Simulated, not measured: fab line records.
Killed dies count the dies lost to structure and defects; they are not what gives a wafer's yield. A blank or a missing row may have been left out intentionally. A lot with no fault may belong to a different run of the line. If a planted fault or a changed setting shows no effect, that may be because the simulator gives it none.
8D (eight disciplines) problem report, filled in by code / flow sfq line / the parts of the form that need people (team, actions taken, sign-off) are left out

== 1. WHAT IS WRONG ==
At SFQ_TRILAYER_I3_CMP_CMP_082, time to endpoint s averages 279 s over 4 wafers from 3 lots, while fault-free wafers read 216 s, standard deviation 6.5. That is +9.7 standard deviations from the usual mean.
The step: polishes SiO2.
First seen on wafer L170.1, day 29 06:37, on cmp-02. The record has a number at this step for 42 wafers belonging to 15 lots. Rule for "out" (also "out of limits"): further than 4 standard deviations from the usual mean. The other wafers with a number count as sound.

== 2. WHAT THIS IS AND IS NOT ==
question=which readings at this step | is=time to endpoint s | is not=edge zone pressure frac, motor current A
question=which lots | is=L170, L171, L172 | is not=L168, L169, L173, L179, L180, L182, L185, L186, L187, L188, L189, L190
question=which wafers of those lots | is=L170.1, L171.1, L171.5, L172.5 | is not=L170.3, L172.3
question=read on which tools | is=cmp-02 | is not=cmp-01
question=when | is=from day 29 06:37 | is not=up to then (6 sound wafers); but 32 sound wafers of L170, L172, L173, L179, L180, L182, L185, L186, L187, L188, L189, L190 came after

== 3. THE SUSPECTS, EACH WITH WHAT RULES IT OUT ==
Counting: if a tool at a process step up to the reading ran every lot that is out, it stays a suspect. Sound lots after the first of them don't rule it out here, since some wafers of a struck lot are sound.
- cmp-02 at SFQ_TRILAYER_I3_CMP_CMP_082 (polishes SiO2): kept. It ran every lot that is out, first L170 (day 29 06:37). Its own time to endpoint s readings are out on those wafers.
Remaining after the count: cmp-02 at SFQ_TRILAYER_I3_CMP_CMP_082.

== 4. THE CAUSE (what the simulator had put in) ==
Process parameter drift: cmp-02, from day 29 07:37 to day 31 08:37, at SFQ_TRILAYER_I3_CMP_CMP_082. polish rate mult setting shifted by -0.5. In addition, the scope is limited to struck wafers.
Only this tool survived the counting.

== 5. THE EFFECT CHAIN, in route order ==
Each row: a reading whose mean over the struck wafers that have a number lies more than 3 standard deviations from the usual. Only readings for which the record gives a usual standard deviation are gone through. hours: the time from each lot's start at the first step in this table that gives one to its start at this step, as a median over the lots. sigmas: the change in usual standard deviations.
hours=0; step=SFQ_TRILAYER_I3_CMP_CMP_082; reading=time to endpoint s; usual=216 s; on struck wafers=279; change=+63; sigmas=+9.7
hours=2; step=SFQ_TRILAYER_I3_METRO_MEASURE_083; reading=thk nm; usual=200.0 nm; on struck wafers=304.6; change=+104.6; sigmas=+99 or more
hours=150; step=SFQ_TRILAYER_I3_VIA_ETCH_VIA_ETCH_088; reading=oes product au; usual=0.855 a.u.; on struck wafers=1.001; change=+0.146; sigmas=+27
Process steps it contains:
- SFQ_TRILAYER_I3_CMP_CMP_082: polishes SiO2.
- SFQ_TRILAYER_I3_METRO_MEASURE_083
- SFQ_TRILAYER_I3_VIA_ETCH_VIA_ETCH_088: etches SiO2 in CHF3, stops on Nb, target depth 260 nm.

== 6. WHAT WOULD HAVE CAUGHT IT SOONER ==
In this record the first reading out of limits was taken at day 29 06:37.
